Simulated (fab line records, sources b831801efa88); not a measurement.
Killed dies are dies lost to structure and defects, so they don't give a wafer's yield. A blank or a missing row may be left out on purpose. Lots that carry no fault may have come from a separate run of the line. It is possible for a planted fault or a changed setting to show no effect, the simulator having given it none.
fab line records / flow sky130 / part 2 of 2: steps 35 to 47 of 47
record: lots: 5 wafers: 15 last_day: 50
route steps=708 shown NWELL@77 PWDE@84 VT_ADJUST_HVTP@85 VT_ADJUST_LVTN@97 VT_ADJUST_NCORE@119
lots that met no fault: taken from a fault-free run of the same line
start_h: hours from the record's opening day to when the first of the lot's shown wafers began / wait_h: how many hours have passed since the lot's step before this one / " repeats the value in the row above / L1.1+2: a row that stands for several wafers / - value missing, or start not given / * or withheld: withheld / < > ~ a bound
route shown NAME@n: NAME is a module with steps in the file, n the number in the route of the first one / usual: mean/standard deviation taken from wafers without a fault / same: alike in all rows / chamber/n: place in a boat / sites: the reading at each site / _std_site: how widely they spread, as a standard deviation / _edge_site: inner sites' mean taken away from outer sites' mean / radius_mm: for every site, how far away it sits from the centre of the wafer / mask NAME#n: copy n / behind: the most recent tool/chamber to have shaped the wafer / hold: the reason the lot was held/the length of the hold in hours/how it ended / device: names the non-switching transistor (n, p or np) / end of line: the route-end tests of the same wafers / step lacking rows: just its recipe / killed: dies that structure and defects cost at the first sort, which is not the same as the wafer's yield / map: the dies of a wafer, with x for killed, . for not killed, _ for no die there
set.NAME: the setting the step ran with; set.NAME@STEP: the setting that earlier step ran with / model.NAME: the simulator's own value behind a step, which no gauge read
lots at selected steps of the route; one table per step, one row per wafer
services: when a tool's chamber went out of use (start_h, in hours from the record's first day, below 0 if earlier), for how many hours, and the reason
== steps ==
step: SKY_VT_ADJUST_LVTN_EXPOSE_15
recipe: mask_id: HVN_STD_DERIVED na: 0.6 source_shape: conventional sigma_outer: 0.6 polarization: unpolarized target_cd_nm: 600 dose_mj: 163
lot.wafer=L075.3+4+6 tool=iline_stepper-01 chamber=0 start_h=- wait_h=- mask=HVN_STD_DERIVED#0
lot.wafer=L077.2+3+4 tool=iline_stepper-02 chamber=0 start_h=- wait_h=- mask=HVN_STD_DERIVED#0
lot.wafer=L081.2+3+6 tool=iline_stepper-02 chamber=0 start_h=- wait_h=- mask=HVN_STD_DERIVED#0
lot.wafer=L091.1+3+4 tool=iline_stepper-01 chamber=0 start_h=- wait_h=- mask=HVN_STD_DERIVED#0
lot.wafer=L095.2+4+5 tool=iline_stepper-01 chamber=0 start_h=- wait_h=- mask=HVN_STD_DERIVED#0
step: SKY_VT_ADJUST_LVTN_PEB_16
recipe: temp_c: withheld time_s: * resist: NOVOLAK
lot.wafer=L075.3+4+6 tool=litho_track-01 chamber=0 start_h=- wait_h=-
lot.wafer=L077.2+3+4 tool=litho_track-01 chamber=0 start_h=- wait_h=-
lot.wafer=L081.2+3+6 tool=litho_track-02 chamber=0 start_h=- wait_h=-
lot.wafer=L091.1+3+4 tool=litho_track-02 chamber=0 start_h=- wait_h=-
lot.wafer=L095.2+4+5 tool=litho_track-01 chamber=0 start_h=- wait_h=-
step: SKY_VT_ADJUST_LVTN_DEVELOP_17
recipe: resist: NOVOLAK developer: TMAH develop_time_s: 60 dev_temp_c: 23
same: develop_time_s: 60
lot.wafer=L075.3+4+6 tool=litho_track-01 chamber=0 start_h=177.67 wait_h=0.1
lot.wafer=L077.2+3+4 tool=litho_track-01 chamber=0 start_h=186.24 wait_h=0.1
lot.wafer=L081.2+3+6 tool=litho_track-02 chamber=0 start_h=215.84 wait_h=0.1
lot.wafer=L091.1+3+4 tool=litho_track-02 chamber=0 start_h=275.91 wait_h=0.1
lot.wafer=L095.2+4+5 tool=litho_track-01 chamber=0 start_h=305.09 wait_h=0.1
step: SKY_VT_ADJUST_LVTN_OVL_MEAS_18
usual: VT_ADJUST_LVTN_01_OVL: 0.3/1.2
lot.wafer=L075.3 tool=overlay-02 chamber=- start_h=177.78 wait_h=0.1 VT_ADJUST_LVTN_01_OVL[nm]=-0.9
lot.wafer=L075.4 tool=overlay-02 chamber=- start_h=177.78 wait_h=0.1 VT_ADJUST_LVTN_01_OVL[nm]=0.1
lot.wafer=L075.6 tool=overlay-02 chamber=- start_h=177.78 wait_h=0.1 VT_ADJUST_LVTN_01_OVL[nm]=3.0
lot.wafer=L077.2 tool=overlay-01 chamber=- start_h=186.37 wait_h=0.1 VT_ADJUST_LVTN_01_OVL[nm]=0.6
lot.wafer=L077.3 tool=overlay-01 chamber=- start_h=186.37 wait_h=0.1 VT_ADJUST_LVTN_01_OVL[nm]=1.0
lot.wafer=L077.4 tool=overlay-01 chamber=- start_h=186.37 wait_h=0.1 VT_ADJUST_LVTN_01_OVL[nm]=0.7
lot.wafer=L081.2 tool=overlay-01 chamber=- start_h=215.97 wait_h=0.1 VT_ADJUST_LVTN_01_OVL[nm]=-2.0
lot.wafer=L081.3 tool=overlay-01 chamber=- start_h=215.97 wait_h=0.1 VT_ADJUST_LVTN_01_OVL[nm]=-2.6
lot.wafer=L081.6 tool=overlay-01 chamber=- start_h=215.97 wait_h=0.1 VT_ADJUST_LVTN_01_OVL[nm]=-0.8
lot.wafer=L091.1 tool=overlay-01 chamber=- start_h=276.06 wait_h=0.1 VT_ADJUST_LVTN_01_OVL[nm]=0.1
lot.wafer=L091.3 tool=overlay-01 chamber=- start_h=276.06 wait_h=0.1 VT_ADJUST_LVTN_01_OVL[nm]=-0.9
lot.wafer=L091.4 tool=overlay-01 chamber=- start_h=276.06 wait_h=0.1 VT_ADJUST_LVTN_01_OVL[nm]=0.5
lot.wafer=L095.2 tool=overlay-02 chamber=- start_h=305.22 wait_h=0.1 VT_ADJUST_LVTN_01_OVL[nm]=2.0
lot.wafer=L095.4 tool=overlay-02 chamber=- start_h=305.22 wait_h=0.1 VT_ADJUST_LVTN_01_OVL[nm]=0.7
lot.wafer=L095.5 tool=overlay-02 chamber=- start_h=305.22 wait_h=0.1 VT_ADJUST_LVTN_01_OVL[nm]=1.2
step: SKY_VT_ADJUST_LVTN_IMPLANT_19
recipe: species: B energy_kev: 30 dose_cm2: 6.5e+11 tilt_deg: withheld
lot.wafer=L075.3+4+6 tool=implanter-04 chamber=0 start_h=177.85 wait_h=0.1
lot.wafer=L077.2+3+4 tool=implanter-01 chamber=0 start_h=186.43 wait_h=0.0
lot.wafer=L081.2+3+6 tool=implanter-02 chamber=0 start_h=216.02 wait_h=0.0
lot.wafer=L091.1+3+4 tool=implanter-04 chamber=0 start_h=276.10 wait_h=0.0
lot.wafer=L095.2+4+5 tool=implanter-01 chamber=0 start_h=305.28 wait_h=0.0
step: SKY_VT_ADJUST_LVTN_STRIP_20
recipe: chemistry: O2/N2 power_w: 1400 pressure_mtorr: 1500 platen_temp_c: withheld o2_flow_sccm: 3000 n2_flow_sccm: 300 overash_fraction: 0.5
usual: drypump_motor_current_A: 5.6/0.46 n2_flow_sccm: 300.1/0.9 oes_product_au: 0.715/0.0053 strip_time_to_endpoint_s: 14.19/0.044
lot.wafer=L075.3 tool=plasma_asher-04 chamber=0 start_h=177.99 wait_h=0.1 drypump_motor_current_A=5.4 n2_flow_sccm=301.2 oes_product_au=0.713 rf_hours_counter_h=- strip_time_to_endpoint_s=14.12
lot.wafer=L075.4 tool=plasma_asher-04 chamber=1 start_h=177.99 wait_h=0.1 drypump_motor_current_A=5.7 n2_flow_sccm=298.3 oes_product_au=0.723 rf_hours_counter_h=- strip_time_to_endpoint_s=14.16
lot.wafer=L075.6 tool=plasma_asher-04 chamber=1 start_h=177.99 wait_h=0.1 drypump_motor_current_A=5.7 n2_flow_sccm=299.9 oes_product_au=0.706 rf_hours_counter_h=- strip_time_to_endpoint_s=14.12
lot.wafer=L077.2 tool=plasma_asher-04 chamber=1 start_h=186.55 wait_h=0.1 drypump_motor_current_A=5.7 n2_flow_sccm=300.4 oes_product_au=0.718 rf_hours_counter_h=50 strip_time_to_endpoint_s=14.22
lot.wafer=L077.3 tool=plasma_asher-04 chamber=1 start_h=186.55 wait_h=0.1 drypump_motor_current_A=5.6 n2_flow_sccm=300.0 oes_product_au=0.713 rf_hours_counter_h=- strip_time_to_endpoint_s=14.21
lot.wafer=L077.4 tool=plasma_asher-04 chamber=0 start_h=186.55 wait_h=0.1 drypump_motor_current_A=5.4 n2_flow_sccm=300.7 oes_product_au=0.707 rf_hours_counter_h=- strip_time_to_endpoint_s=14.20
lot.wafer=L081.2 tool=plasma_asher-03 chamber=1 start_h=216.15 wait_h=0.1 drypump_motor_current_A=5.4 n2_flow_sccm=298.7 oes_product_au=0.712 rf_hours_counter_h=10 strip_time_to_endpoint_s=14.18
lot.wafer=L081.3 tool=plasma_asher-03 chamber=0 start_h=216.15 wait_h=0.1 drypump_motor_current_A=5.2 n2_flow_sccm=300.1 oes_product_au=0.708 rf_hours_counter_h=- strip_time_to_endpoint_s=14.11
lot.wafer=L081.6 tool=plasma_asher-03 chamber=1 start_h=216.15 wait_h=0.1 drypump_motor_current_A=5.4 n2_flow_sccm=299.7 oes_product_au=0.717 rf_hours_counter_h=- strip_time_to_endpoint_s=14.16
lot.wafer=L091.1 tool=plasma_asher-01 chamber=1 start_h=276.25 wait_h=0.1 drypump_motor_current_A=5.3 n2_flow_sccm=300.3 oes_product_au=0.724 rf_hours_counter_h=48 strip_time_to_endpoint_s=14.22
lot.wafer=L091.3 tool=plasma_asher-01 chamber=1 start_h=276.25 wait_h=0.1 drypump_motor_current_A=5.3 n2_flow_sccm=299.4 oes_product_au=0.716 rf_hours_counter_h=- strip_time_to_endpoint_s=14.18
lot.wafer=L091.4 tool=plasma_asher-01 chamber=0 start_h=276.25 wait_h=0.1 drypump_motor_current_A=6.6 n2_flow_sccm=300.3 oes_product_au=0.710 rf_hours_counter_h=- strip_time_to_endpoint_s=14.20
lot.wafer=L095.2 tool=plasma_asher-04 chamber=0 start_h=305.40 wait_h=0.1 drypump_motor_current_A=5.4 n2_flow_sccm=299.0 oes_product_au=0.722 rf_hours_counter_h=59 strip_time_to_endpoint_s=14.21
lot.wafer=L095.4 tool=plasma_asher-04 chamber=0 start_h=305.40 wait_h=0.1 drypump_motor_current_A=5.4 n2_flow_sccm=299.8 oes_product_au=0.713 rf_hours_counter_h=- strip_time_to_endpoint_s=14.21
lot.wafer=L095.5 tool=plasma_asher-04 chamber=1 start_h=305.40 wait_h=0.1 drypump_motor_current_A=5.7 n2_flow_sccm=299.6 oes_product_au=0.716 rf_hours_counter_h=- strip_time_to_endpoint_s=14.27
step: SKY_VT_ADJUST_LVTN_TW_MEAS_21
usual: VT_ADJUST_LVTN_2_TW: 187.2/0.97
lot.wafer=L075.3 tool=film_metro-04 chamber=- start_h=178.07 wait_h=0.1 VT_ADJUST_LVTN_2_TW=188.6
lot.wafer=L075.4 tool=film_metro-04 chamber=- start_h=178.07 wait_h=0.1 VT_ADJUST_LVTN_2_TW=189.1
lot.wafer=L075.6 tool=film_metro-04 chamber=- start_h=178.07 wait_h=0.1 VT_ADJUST_LVTN_2_TW=187.1
lot.wafer=L077.2 tool=film_metro-02 chamber=- start_h=186.66 wait_h=0.1 VT_ADJUST_LVTN_2_TW=186.7
lot.wafer=L077.3 tool=film_metro-02 chamber=- start_h=186.66 wait_h=0.1 VT_ADJUST_LVTN_2_TW=186.6
lot.wafer=L077.4 tool=film_metro-02 chamber=- start_h=186.66 wait_h=0.1 VT_ADJUST_LVTN_2_TW=185.9
lot.wafer=L081.2 tool=film_metro-03 chamber=- start_h=216.26 wait_h=0.1 VT_ADJUST_LVTN_2_TW=186.5
lot.wafer=L081.3 tool=film_metro-03 chamber=- start_h=216.26 wait_h=0.1 VT_ADJUST_LVTN_2_TW=186.3
lot.wafer=L081.6 tool=film_metro-03 chamber=- start_h=216.26 wait_h=0.1 VT_ADJUST_LVTN_2_TW=185.5
lot.wafer=L091.1 tool=film_metro-02 chamber=- start_h=276.35 wait_h=0.1 VT_ADJUST_LVTN_2_TW=187.9
lot.wafer=L091.3 tool=film_metro-02 chamber=- start_h=276.35 wait_h=0.1 VT_ADJUST_LVTN_2_TW=187.8
lot.wafer=L091.4 tool=film_metro-02 chamber=- start_h=276.35 wait_h=0.1 VT_ADJUST_LVTN_2_TW=187.3
lot.wafer=L095.2 tool=film_metro-02 chamber=- start_h=305.51 wait_h=0.1 VT_ADJUST_LVTN_2_TW=186.9
lot.wafer=L095.4 tool=film_metro-02 chamber=- start_h=305.51 wait_h=0.1 VT_ADJUST_LVTN_2_TW=187.8
lot.wafer=L095.5 tool=film_metro-02 chamber=- start_h=305.51 wait_h=0.1 VT_ADJUST_LVTN_2_TW=187.0
step: SKY_VT_ADJUST_NCORE_DEHYDRATE_00
recipe: temp_c: 200 time_s: 60
lot.wafer=L075.3+4+6 tool=litho_track-01 chamber=0 start_h=188.02 wait_h=9.9
lot.wafer=L077.2+3+4 tool=litho_track-01 chamber=0 start_h=196.24 wait_h=9.6
lot.wafer=L081.2+3+6 tool=litho_track-04 chamber=0 start_h=226.52 wait_h=10.3
lot.wafer=L091.1+3+4 tool=litho_track-01 chamber=0 start_h=287.97 wait_h=11.6
lot.wafer=L095.2+4+5 tool=litho_track-01 chamber=0 start_h=317.49 wait_h=12.0
step: SKY_VT_ADJUST_NCORE_HMDS_01
recipe: prime_time_s: 60 prime_temp_c: 120
lot.wafer=L075.3+4+6 tool=litho_track-01 chamber=0 start_h=188.17 wait_h=0.1
lot.wafer=L077.2+3+4 tool=litho_track-01 chamber=0 start_h=196.39 wait_h=0.1
lot.wafer=L081.2+3+6 tool=litho_track-04 chamber=0 start_h=226.67 wait_h=0.1
lot.wafer=L091.1+3+4 tool=litho_track-01 chamber=0 start_h=288.12 wait_h=0.1
lot.wafer=L095.2+4+5 tool=litho_track-01 chamber=0 start_h=317.64 wait_h=0.1
step: SKY_VT_ADJUST_NCORE_COAT_02
recipe: resist: NOVOLAK spin_rpm: 3000 resist_thk_nm: 1140
lot.wafer=L075.3+4+6 tool=litho_track-01 chamber=0 start_h=188.32 wait_h=0.1
lot.wafer=L077.2+3+4 tool=litho_track-01 chamber=0 start_h=196.54 wait_h=0.1
lot.wafer=L081.2+3+6 tool=litho_track-04 chamber=0 start_h=226.82 wait_h=0.1
lot.wafer=L091.1+3+4 tool=litho_track-01 chamber=0 start_h=288.27 wait_h=0.1
lot.wafer=L095.2+4+5 tool=litho_track-01 chamber=0 start_h=317.79 wait_h=0.1
step: SKY_VT_ADJUST_NCORE_SOFTBAKE_03
recipe: temp_c: 90 time_s: 60 resist: NOVOLAK
lot.wafer=L075.3+4+6 tool=litho_track-01 chamber=0 start_h=188.47 wait_h=0.1
lot.wafer=L077.2+3+4 tool=litho_track-01 chamber=0 start_h=196.69 wait_h=0.1
lot.wafer=L081.2+3+6 tool=litho_track-04 chamber=0 start_h=226.97 wait_h=0.1
lot.wafer=L091.1+3+4 tool=litho_track-01 chamber=0 start_h=288.42 wait_h=0.1
lot.wafer=L095.2+4+5 tool=litho_track-01 chamber=0 start_h=317.94 wait_h=0.1
step: SKY_VT_ADJUST_NCORE_EXPOSE_04
recipe: mask_id: LVTN_COMPLEMENT_THIN na: 0.6 source_shape: conventional sigma_outer: 0.6 polarization: unpolarized target_cd_nm: 380 dose_mj: 139
lot.wafer=L075.3+4+6 tool=iline_stepper-01 chamber=0 start_h=- wait_h=- mask=LVTN_COMPLEMENT_THIN#0
lot.wafer=L077.2+3+4 tool=iline_stepper-02 chamber=0 start_h=- wait_h=- mask=LVTN_COMPLEMENT_THIN#0
lot.wafer=L081.2+3+6 tool=iline_stepper-02 chamber=0 start_h=- wait_h=- mask=LVTN_COMPLEMENT_THIN#0
lot.wafer=L091.1+3+4 tool=iline_stepper-01 chamber=0 start_h=- wait_h=- mask=LVTN_COMPLEMENT_THIN#0
lot.wafer=L095.2+4+5 tool=iline_stepper-01 chamber=0 start_h=- wait_h=- mask=LVTN_COMPLEMENT_THIN#0
step: SKY_VT_ADJUST_NCORE_PEB_05
recipe: temp_c: withheld time_s: * resist: NOVOLAK
lot.wafer=L075.3+4+6 tool=litho_track-01 chamber=0 start_h=- wait_h=-
lot.wafer=L077.2+3+4 tool=litho_track-04 chamber=0 start_h=- wait_h=-
lot.wafer=L081.2+3+6 tool=litho_track-04 chamber=0 start_h=- wait_h=-
lot.wafer=L091.1+3+4 tool=litho_track-02 chamber=0 start_h=- wait_h=-
lot.wafer=L095.2+4+5 tool=litho_track-02 chamber=0 start_h=- wait_h=-
== services ==
tool=iline_stepper-02 chamber=- start_h=101.15 hours=4.4 kind=pm
tool=iline_stepper-01 chamber=- start_h=107.82 hours=1.7 kind=pm
tool=implanter-04 chamber=- start_h=120.52 hours=6.9 kind=repair
tool=implanter-01 chamber=- start_h=132.24 hours=2.6 kind=pm
tool=implanter-02 chamber=- start_h=141.45 hours=7.0 kind=pm
tool=plasma_asher-02 chamber=- start_h=149.74 hours=3.7 kind=repair
tool=iline_stepper-01 chamber=- start_h=156.15 hours=10.1 kind=repair
tool=implanter-01 chamber=- start_h=183.22 hours=2.4 kind=pm
tool=plasma_asher-01 chamber=- start_h=193.30 hours=14.6 kind=pm
tool=implanter-02 chamber=- start_h=210.99 hours=2.1 kind=repair
tool=implanter-04 chamber=- start_h=214.41 hours=2.9 kind=repair
tool=implanter-02 chamber=- start_h=218.44 hours=11.1 kind=repair
tool=iline_stepper-01 chamber=- start_h=241.04 hours=4.4 kind=pm
tool=plasma_asher-01 chamber=- start_h=250.29 hours=1.3 kind=repair
tool=plasma_asher-04 chamber=- start_h=259.11 hours=28.1 kind=pm
tool=implanter-03 chamber=- start_h=259.61 hours=0.7 kind=repair
tool=implanter-04 chamber=- start_h=263.50 hours=5.5 kind=pm
tool=implanter-01 chamber=- start_h=283.81 hours=3.6 kind=repair
tool=implanter-02 chamber=- start_h=298.84 hours=3.4 kind=pm
tool=implanter-02 chamber=- start_h=302.70 hours=6.6 kind=repair
tool=iline_stepper-02 chamber=- start_h=308.99 hours=1.7 kind=pm
tool=plasma_asher-02 chamber=- start_h=316.56 hours=2.4 kind=repair
tool=iline_stepper-01 chamber=- start_h=326.00 hours=1.7 kind=pm
tool=iline_stepper-01 chamber=- start_h=329.26 hours=1.6 kind=repair
